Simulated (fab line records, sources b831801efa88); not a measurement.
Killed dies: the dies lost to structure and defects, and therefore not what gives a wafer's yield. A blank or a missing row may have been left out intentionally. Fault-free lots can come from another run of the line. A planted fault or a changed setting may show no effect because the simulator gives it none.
Chamber matching / flow gf180mcu / 4 sister chambers for GF_CONTACT_CMP_04 on cmp-01
The step polishes SiO2. 18 wafers are shown with their chamber, then 9 later ones without.

## EACH WAFER AND ITS CHAMBER
wafer=L163.1; chamber=3; motorCurrentA (A)=11.4; timeToEndpointS (s)=105
wafer=L163.5; chamber=3; motorCurrentA (A)=11.4; timeToEndpointS (s)=109
wafer=L163.6; chamber=0; motorCurrentA (A)=11.1; timeToEndpointS (s)=108
wafer=L164.1; chamber=2; motorCurrentA (A)=13.4; timeToEndpointS (s)=114
wafer=L164.5; chamber=3; motorCurrentA (A)=11.1; timeToEndpointS (s)=118
wafer=L164.6; chamber=2; motorCurrentA (A)=13.1; timeToEndpointS (s)=116
wafer=L166.2; chamber=1; motorCurrentA (A)=11.0; timeToEndpointS (s)=103
wafer=L166.3; chamber=3; motorCurrentA (A)=11.2; timeToEndpointS (s)=97
wafer=L166.6; chamber=0; motorCurrentA (A)=11.2; timeToEndpointS (s)=106
wafer=L169.1; chamber=3; motorCurrentA (A)=11.2; timeToEndpointS (s)=111
wafer=L169.3; chamber=2; motorCurrentA (A)=13.1; timeToEndpointS (s)=118
wafer=L169.4; chamber=1; motorCurrentA (A)=11.1; timeToEndpointS (s)=122
wafer=L170.1; chamber=1; motorCurrentA (A)=10.7; timeToEndpointS (s)=104
wafer=L170.3; chamber=0; motorCurrentA (A)=11.5; timeToEndpointS (s)=103
wafer=L170.6; chamber=2; motorCurrentA (A)=13.6; timeToEndpointS (s)=115
wafer=L171.2; chamber=3; motorCurrentA (A)=11.6; timeToEndpointS (s)=110
wafer=L171.4; chamber=1; motorCurrentA (A)=11.1; timeToEndpointS (s)=110
wafer=L171.6; chamber=3; motorCurrentA (A)=11.5; timeToEndpointS (s)=107

SIGNATURES (averages over the wafers above)
reading=motorCurrentA; chamber 0=11.267; chamber 1=10.975; chamber 2=13.300; chamber 3=11.343; scatter within a chamber=0.202
reading=timeToEndpointS; chamber 0=105.67; chamber 1=109.75; chamber 2=115.75; chamber 3=108.14; scatter within a chamber=5.95
Rule: distance of a wafer from a chamber = root of the sum over the readings of ((wafer's reading minus chamber's mean) / reading's scatter) squared. If the next closest chamber is less than 2 further off than the closest, the wafer can't be placed; otherwise it belongs to the closest. How the scatter is found: for the shown wafers, subtract from each reading the mean of its chamber, square and add these, divide the total by (wafers less chambers), then take the root.

## WAFERS MISSING THEIR CHAMBER
wafer=L181.1; motorCurrentA (A)=11.6; timeToEndpointS (s)=107
wafer=L181.3; motorCurrentA (A)=11.4; timeToEndpointS (s)=107
wafer=L181.5; motorCurrentA (A)=10.7; timeToEndpointS (s)=111
wafer=L185.1; motorCurrentA (A)=12.4; timeToEndpointS (s)=111
wafer=L185.2; motorCurrentA (A)=11.5; timeToEndpointS (s)=112
wafer=L185.3; motorCurrentA (A)=12.0; timeToEndpointS (s)=106
wafer=L186.3; motorCurrentA (A)=11.0; timeToEndpointS (s)=113
wafer=L186.4; motorCurrentA (A)=12.1; timeToEndpointS (s)=103
wafer=L186.5; motorCurrentA (A)=11.5; timeToEndpointS (s)=120

## EACH ONE'S CHAMBER
wafer=L181.1; from the rows above=can't be placed: 3 or 0 or 1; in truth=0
wafer=L181.3; from the rows above=can't be placed: 3 or 0 or 1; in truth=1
wafer=L181.5; from the rows above=can't be placed: 1 or 0 or 3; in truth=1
wafer=L185.1; from the rows above=can't be placed: 2 or 3 or 0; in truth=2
wafer=L185.2; from the rows above=can't be placed: 3 or 0 or 1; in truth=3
wafer=L185.3; from the rows above=can't be placed: 3 or 0 or 1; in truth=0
wafer=L186.3; from the rows above=can't be placed: 1 or 0 or 3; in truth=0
wafer=L186.4; from the rows above=can't be placed: 3 or 0 or 1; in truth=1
wafer=L186.5; from the rows above=can't be placed: 3 or 0 or 1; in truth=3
Placed correctly: 0 of 9. Can't be placed from these rows: 9 (the true chamber is among the candidates in 9). Wrongly placed: 0.
